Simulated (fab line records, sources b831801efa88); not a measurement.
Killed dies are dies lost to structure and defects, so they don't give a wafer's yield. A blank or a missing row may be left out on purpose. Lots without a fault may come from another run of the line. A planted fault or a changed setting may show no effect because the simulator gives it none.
Split-lot experiment | flow gf180mcu | 5 lots, 23 wafers read, on a route of 602 steps

THE SPLIT
At GF_V2_COAT_09 (resist thk 1000 nm), the setting resist_thk_nm was moved away from the recipe's 1000 nm on 7 of the 23 wafers read, by -5.3% to +4.2%. The other wafers ran this setting at the recipe's value.

The reading is taken at the split's own step.

THE READING
KrF_of_V2_COAT_09.thk_nm (the simulator's own value, which no gauge read), in nm, at GF_V2_COAT_09 (resist thk 1000 nm). The file gives no usual value for it. The 16 wafers here that ran the recipe average 1000.6 nm, standard deviation 1.8 nm.

wafer  | tool, chamber at the split | resist_thk_nm as run, nm | against the recipe | KrF_of_V2_COAT_09.thk_nm, nm | against lot-mates on the recipe
L074.1 | litho_track-03, 0          | 1000                     | recipe             | 999.7                        | -
L074.4 | litho_track-03, 0          | 1000                     | recipe             | 999.1                        | -
L074.6 | litho_track-03, 0          | 1000                     | recipe             | 1002                         | -
L078.1 | litho_track-03, 0          | 1000                     | recipe             | 999.1                        | -
L078.4 | litho_track-03, 0          | 1000                     | recipe             | 999.1                        | -
L078.2 | litho_track-03, 0          | 1042                     | +4.2%              | 1044                         | +44.3
L078.3 | litho_track-03, 0          | 1000                     | recipe             | 1001                         | -
L078.6 | litho_track-03, 0          | 1042                     | +4.2%              | 1040                         | +40.3
L079.1 | litho_track-04, 0          | 1000                     | recipe             | 999.3                        | -
L079.2 | litho_track-04, 0          | 1000                     | recipe             | 999                          | -
L079.3 | litho_track-04, 0          | 1000                     | recipe             | 1003                         | -
L079.5 | litho_track-04, 0          | 947.1                    | -5.3%              | 947.5                        | -52.9
L079.6 | litho_track-04, 0          | 947.1                    | -5.3%              | 950.8                        | -49.6
L082.1 | litho_track-01, 0          | 1000                     | recipe             | 999.9                        | -
L082.3 | litho_track-01, 0          | 1000                     | recipe             | 1001                         | -
L082.5 | litho_track-01, 0          | 1000                     | recipe             | 1001                         | -
L082.6 | litho_track-01, 0          | 1000                     | recipe             | 1001                         | -
L082.4 | litho_track-01, 0          | 1000                     | recipe             | 997.7                        | -
L085.1 | litho_track-04, 0          | 952.6                    | -4.7%              | 954.9                        | -48.6
L085.2 | litho_track-04, 0          | 1000                     | recipe             | 1002                         | -
L085.4 | litho_track-04, 0          | 1000                     | recipe             | 1005                         | -
L085.5 | litho_track-04, 0          | 952.6                    | -4.7%              | 953.3                        | -50.2
L085.6 | litho_track-04, 0          | 952.6                    | -4.7%              | 955.7                        | -47.8

THE FIT
A straight line over all 23 wafers: KrF_of_V2_COAT_09.thk_nm changes by +9.75 nm for each +1% of resist_thk_nm; r = +1.00; the points scatter about the line by 1.8 nm.
The same after taking each lot's own level away (the mean of its wafers on the recipe; 23 wafers): +10 nm for each +1%; r = +1.00; scatter 1.7 nm.
On that fit, the largest move of resist_thk_nm shifts the reading by 53 nm.
The lots' own levels span 999.73 to 1003.50 nm, that is 2.1 times the standard deviation above.
So the lot-to-lot level changes the slope little: the two slopes agree.
Check: with one of the wafers moved furthest among these (-5.3%) left out of the fit, the line predicts -53.1 nm for it against its lot-mates. It came out at -52.9 nm against them.

OTHER SPLITS ON THESE WAFERS
These wafers also went through other splits before the reading. Each is held against what the fit with the lots' levels taken away leaves over:
other split on the same wafers       | wafers away from the commonest value | r with KrF_of_V2_COAT_09.thk_nm (lot level and that fit taken away)
GF_CONTACT_CVD_00 sih4_flow_sccm     | 8                                    | -0.10
GF_CONTACT_CMP_04 leave_above_ref_nm | 7                                    | -0.25
GF_CONTACT_PEB_12 peb_time_s         | 6                                    | -0.02
GF_CONTACT_CVD_24 temp_c             | 7                                    | +0.05
GF_M1_PEB_12 peb_temp_c              | 10                                   | -0.03
GF_M1_METAL_ETCH_16 bias_w           | 7                                    | -0.30
GF_V1_COAT_09 resist_thk_nm          | 8                                    | -0.19
GF_V1_DEVELOP_13 develop_time_s      | 7                                    | +0.11
GF_V1_SPUTTER_21 time_s              | 7                                    | -0.09
GF_M2_SPUTTER_04 time_s              | 10                                   | +0.25
GF_M2_PEB_12 peb_time_s              | 8                                    | -0.12

THE FILE'S OWN FIT
KrF_of_V2_COAT_09.thk_nm changes by +9.97 nm for each +1% of resist_thk_nm, r = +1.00.
